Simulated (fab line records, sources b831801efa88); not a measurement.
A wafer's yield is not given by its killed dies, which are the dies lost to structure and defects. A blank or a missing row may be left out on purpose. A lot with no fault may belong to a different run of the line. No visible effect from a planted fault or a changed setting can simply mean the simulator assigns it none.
Check for tools in common | flow gf180mcu | Lots sampled 14, wafers sampled 42

## WHAT PROMPTED THE OPENING
On 2 of the 14 lots, a flag is raised at GF_HV_LDD_CD_MEAS_07 on the reading cd nm. Wafers without a fault read 399.5 nm, standard deviation 1.8.
Rule: flag the lot when none of its wafers has a number, or when each of its wafers that has one lies beyond 4 standard deviations from that mean. All remaining lots are regarded as sound.

lot  | measured     | on        | cd nm (nm), wafer by wafer | flag
L464 | day 10 02:14 | cd sem-02 | 397.6 396.2 395.9          |
L465 | day 10 07:20 | cd sem-01 | 400.2 400.8 400.2          |
L466 | day 10 16:23 | cd sem-01 | 398.0 398.4 399.2          |
L468 | day 11 03:40 | cd sem-02 | 401.0 400.4 400.9          |
L469 | day 11 14:19 | cd sem-01 | 403.3 399.1 399.8          |
L470 | day 11 21:26 | cd sem-01 | 398.9 399.2 399.5          |
L477 | day 14 00:34 | cd sem-02 | 374.9 375.6 376.0          | FLAGGED
L478 | day 14 09:10 | cd sem-01 | 375.1 373.6 372.1          | FLAGGED
L479 | day 14 23:14 | cd sem-02 | 397.8 397.6 398.3          |
L480 | day 15 07:49 | cd sem-01 | 400.2 398.5 400.7          |
L482 | day 15 15:58 | cd sem-02 | 397.7 398.8 399.4          |
L483 | day 15 21:25 | cd sem-02 | 395.9 397.7 398.2          |
L486 | day 16 23:20 | cd sem-02 | 397.4 398.9 397.4          |
L487 | day 17 02:49 | cd sem-02 | 400.7 398.4 400.1          |
The numbers of the flagged lots are 374.6 nm on average: -24.9 nm against the usual, or -14 standard deviations.

## LOT BY LOT: THE TOOL USED
The record holds 1 process step before the reading, out of a route of 602 steps. Every cell lists first the tool, next ch and the chambers used by the sampled wafers, and last the start.
lot  | flag    | GF_HV_LDD_DEVELOP_06
L464 |         | litho track-02 ch 0, day 10 02:06
L465 |         | litho track-04 ch 0, day 10 07:12
L466 |         | litho track-03 ch 0, day 10 16:14
L468 |         | litho track-03 ch 0, day 11 03:31
L469 |         | litho track-04 ch 0, day 11 14:10
L470 |         | litho track-04 ch 0, day 11 21:18
L477 | FLAGGED | litho track-03 ch 0, day 14 00:25
L478 | FLAGGED | litho track-03 ch 0, day 14 09:01
L479 |         | litho track-04 ch 0, day 14 23:06
L480 |         | litho track-02 ch 0, day 15 07:40
L482 |         | litho track-04 ch 0, day 15 15:49
L483 |         | litho track-02 ch 0, day 15 21:16
L486 |         | litho track-04 ch 0, day 16 23:09
L487 |         | litho track-04 ch 0, day 17 02:40
What is done by these steps:
- GF_HV_LDD_DEVELOP_06: develop time 60 s.
- GF_HV_LDD_CD_MEAS_07: target cd 400 nm.

## FLAGGED AGAINST TOTAL, ONE TOOL AT A TIME (gauges that did the reading follow at the end)
step                 | tool           | lots run | flagged | share of the flagged lots | sound lots run after its first flagged lot
GF_HV_LDD_DEVELOP_06 | litho track-02 | 3        | 0       | none                      | -
GF_HV_LDD_DEVELOP_06 | litho track-03 | 4        | 2       | all                       | 0
GF_HV_LDD_DEVELOP_06 | litho track-04 | 7        | 0       | none                      | -
GF_HV_LDD_CD_MEAS_07 | cd sem-01      | 6        | 1       | some                      | 1 (L480)
GF_HV_LDD_CD_MEAS_07 | cd sem-02      | 8        | 1       | some                      | 5 (L479,L482,L483,L486,L487)

## WHAT THE TABLE ALLOWS
All flagged lots share 1 row of the table, namely litho track-03 at GF_HV_LDD_DEVELOP_06.
- litho track-03 at GF_HV_LDD_DEVELOP_06 ran 4 lots, 2 of them flagged. It ran its last sound lot, L468, at day 11 03:31 and its first flagged lot, L477, at day 14 00:25: a fault with its onset between the two fits.
Left over: one tool, litho track-03 at GF_HV_LDD_DEVELOP_06.

## WHAT THE SIMULATOR HAD PUT IN
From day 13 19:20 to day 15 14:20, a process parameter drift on litho track-03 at GF_HV_LDD_DEVELOP_06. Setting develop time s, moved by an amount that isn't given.
Shown lots that were struck: L477, L478. The rule above reached the same finding.
